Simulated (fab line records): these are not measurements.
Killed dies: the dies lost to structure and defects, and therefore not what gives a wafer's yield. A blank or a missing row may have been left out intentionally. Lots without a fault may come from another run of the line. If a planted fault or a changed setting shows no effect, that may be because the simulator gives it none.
Chamber matching || flow sky130 || 4 sister chambers for SKY_VIA3_CMP_24 on cmp-02
The step polishes, stops on SiO2, t overpolish 20 s, target thk 0 nm. 22 wafers are shown with their chamber, then 11 later ones without.

== EACH WAFER AND ITS CHAMBER ==
{"wafer": "L079.1", "chamber": 0, "motorCurrentA (A)": 9.5, "overpolishRunS (s)": 20.003, "timeToEndpointS (s)": 95}
{"wafer": "L079.3", "chamber": 1, "motorCurrentA (A)": 10.6, "overpolishRunS (s)": 19.985, "timeToEndpointS (s)": 96}
{"wafer": "L079.4", "chamber": 3, "motorCurrentA (A)": 12.2, "overpolishRunS (s)": 19.992, "timeToEndpointS (s)": 97}
{"wafer": "L080.2", "chamber": 1, "motorCurrentA (A)": 10.1, "overpolishRunS (s)": 19.996, "timeToEndpointS (s)": 93}
{"wafer": "L080.3", "chamber": 0, "motorCurrentA (A)": 9.1, "overpolishRunS (s)": 19.986, "timeToEndpointS (s)": 94}
{"wafer": "L080.4", "chamber": 2, "motorCurrentA (A)": 10.8, "overpolishRunS (s)": 19.997, "timeToEndpointS (s)": 92}
{"wafer": "L082.1", "chamber": 0, "motorCurrentA (A)": 9.3, "overpolishRunS (s)": 19.983, "timeToEndpointS (s)": 99}
{"wafer": "L082.2", "chamber": 3, "motorCurrentA (A)": 12.2, "overpolishRunS (s)": 20.015, "timeToEndpointS (s)": 98}
{"wafer": "L082.4", "chamber": 2, "motorCurrentA (A)": 11.0, "overpolishRunS (s)": 20.006, "timeToEndpointS (s)": 95}
{"wafer": "L086.1", "chamber": 0, "motorCurrentA (A)": 9.2, "overpolishRunS (s)": 20.005, "timeToEndpointS (s)": 97}
{"wafer": "L086.3", "chamber": 2, "motorCurrentA (A)": 11.2, "overpolishRunS (s)": 19.990, "timeToEndpointS (s)": 95}
{"wafer": "L086.5", "chamber": 0, "motorCurrentA (A)": 9.2, "overpolishRunS (s)": 19.990, "timeToEndpointS (s)": 102}
{"wafer": "L084.4", "chamber": 3, "motorCurrentA (A)": 12.2, "overpolishRunS (s)": 20.006, "timeToEndpointS (s)": 101}
{"wafer": "L084.5", "chamber": 1, "motorCurrentA (A)": 10.8, "overpolishRunS (s)": 20.007, "timeToEndpointS (s)": 104}
{"wafer": "L084.6", "chamber": 2, "motorCurrentA (A)": 11.6, "overpolishRunS (s)": 20.005, "timeToEndpointS (s)": 97}
{"wafer": "L087.1", "chamber": 2, "motorCurrentA (A)": 11.1, "overpolishRunS (s)": 19.997, "timeToEndpointS (s)": 94}
{"wafer": "L087.2", "chamber": 3, "motorCurrentA (A)": 12.0, "overpolishRunS (s)": 20.011, "timeToEndpointS (s)": 100}
{"wafer": "L087.4", "chamber": 1, "motorCurrentA (A)": 11.0, "overpolishRunS (s)": 19.981, "timeToEndpointS (s)": 96}
{"wafer": "L088.2", "chamber": 3, "motorCurrentA (A)": 12.3, "overpolishRunS (s)": 20.008, "timeToEndpointS (s)": 100}
{"wafer": "L088.3", "chamber": 1, "motorCurrentA (A)": 11.1, "overpolishRunS (s)": 19.989, "timeToEndpointS (s)": 100}
{"wafer": "L088.5", "chamber": 3, "motorCurrentA (A)": 12.6, "overpolishRunS (s)": 19.990, "timeToEndpointS (s)": 96}
{"wafer": "L090.1", "chamber": 3, "motorCurrentA (A)": 12.3, "overpolishRunS (s)": 20.004, "timeToEndpointS (s)": 97}

SIGNATURES, as means of the wafers listed above
{"reading": "motorCurrentA", "chamber 0": 9.260, "chamber 1": 10.720, "chamber 2": 11.140, "chamber 3": 12.257, "scatter within a chamber": 0.266}
{"reading": "overpolishRunS", "chamber 0": 19.99340, "chamber 1": 19.99160, "chamber 2": 19.99900, "chamber 3": 20.00371, "scatter within a chamber": 0.0092}
{"reading": "timeToEndpointS", "chamber 0": 97.40, "chamber 1": 97.80, "chamber 2": 94.60, "chamber 3": 98.43, "scatter within a chamber": 2.88}
Rule: a wafer's distance from a chamber is the root of the sum, over the readings, of the square of ((its reading less the chamber's mean) divided by the reading's scatter). The wafer belongs to the nearest chamber; if the next one is less than 2 further off, it can't be placed. How the scatter is found: for the shown wafers, subtract from each reading the mean of its chamber, square and add these, divide the total by (wafers less chambers), then take the root.

== WAFERS WHOSE CHAMBER IS MISSING ==
{"wafer": "L090.2", "motorCurrentA (A)": 11.2, "overpolishRunS (s)": 20.005, "timeToEndpointS (s)": 92}
{"wafer": "L090.5", "motorCurrentA (A)": 9.1, "overpolishRunS (s)": 19.987, "timeToEndpointS (s)": 92}
{"wafer": "L092.3", "motorCurrentA (A)": 10.5, "overpolishRunS (s)": 20.012, "timeToEndpointS (s)": 93}
{"wafer": "L092.4", "motorCurrentA (A)": 11.9, "overpolishRunS (s)": 20.002, "timeToEndpointS (s)": 97}
{"wafer": "L092.5", "motorCurrentA (A)": 10.2, "overpolishRunS (s)": 19.999, "timeToEndpointS (s)": 98}
{"wafer": "L094.3", "motorCurrentA (A)": 10.5, "overpolishRunS (s)": 20.018, "timeToEndpointS (s)": 97}
{"wafer": "L094.4", "motorCurrentA (A)": 10.7, "overpolishRunS (s)": 20.001, "timeToEndpointS (s)": 92}
{"wafer": "L094.6", "motorCurrentA (A)": 9.2, "overpolishRunS (s)": 20.001, "timeToEndpointS (s)": 91}
{"wafer": "L096.2", "motorCurrentA (A)": 10.6, "overpolishRunS (s)": 19.994, "timeToEndpointS (s)": 96}
{"wafer": "L096.3", "motorCurrentA (A)": 12.1, "overpolishRunS (s)": 19.999, "timeToEndpointS (s)": 97}
{"wafer": "L096.4", "motorCurrentA (A)": 11.3, "overpolishRunS (s)": 19.981, "timeToEndpointS (s)": 94}

== THE CHAMBER EACH PASSED THROUGH ==
{"wafer": "L090.2", "from the rows above": "can't be placed: 2 or 1", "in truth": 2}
{"wafer": "L090.5", "from the rows above": 0, "in truth": 0}
{"wafer": "L092.3", "from the rows above": "can't be placed: 2 or 1", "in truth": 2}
{"wafer": "L092.4", "from the rows above": "can't be placed: 3 or 2", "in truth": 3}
{"wafer": "L092.5", "from the rows above": "can't be placed: 1 or 0 or 2", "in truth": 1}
{"wafer": "L094.3", "from the rows above": "can't be placed: 1 or 2", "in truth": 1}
{"wafer": "L094.4", "from the rows above": "can't be placed: 2 or 1", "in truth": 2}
{"wafer": "L094.6", "from the rows above": 0, "in truth": 0}
{"wafer": "L096.2", "from the rows above": "can't be placed: 1 or 2", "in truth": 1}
{"wafer": "L096.3", "from the rows above": 3, "in truth": 3}
{"wafer": "L096.4", "from the rows above": "can't be placed: 2 or 1", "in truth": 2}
Placed correctly: 3 of 11. Can't be placed from these rows: 8 (the true chamber is among the candidates in 8). Placed wrongly: 0.
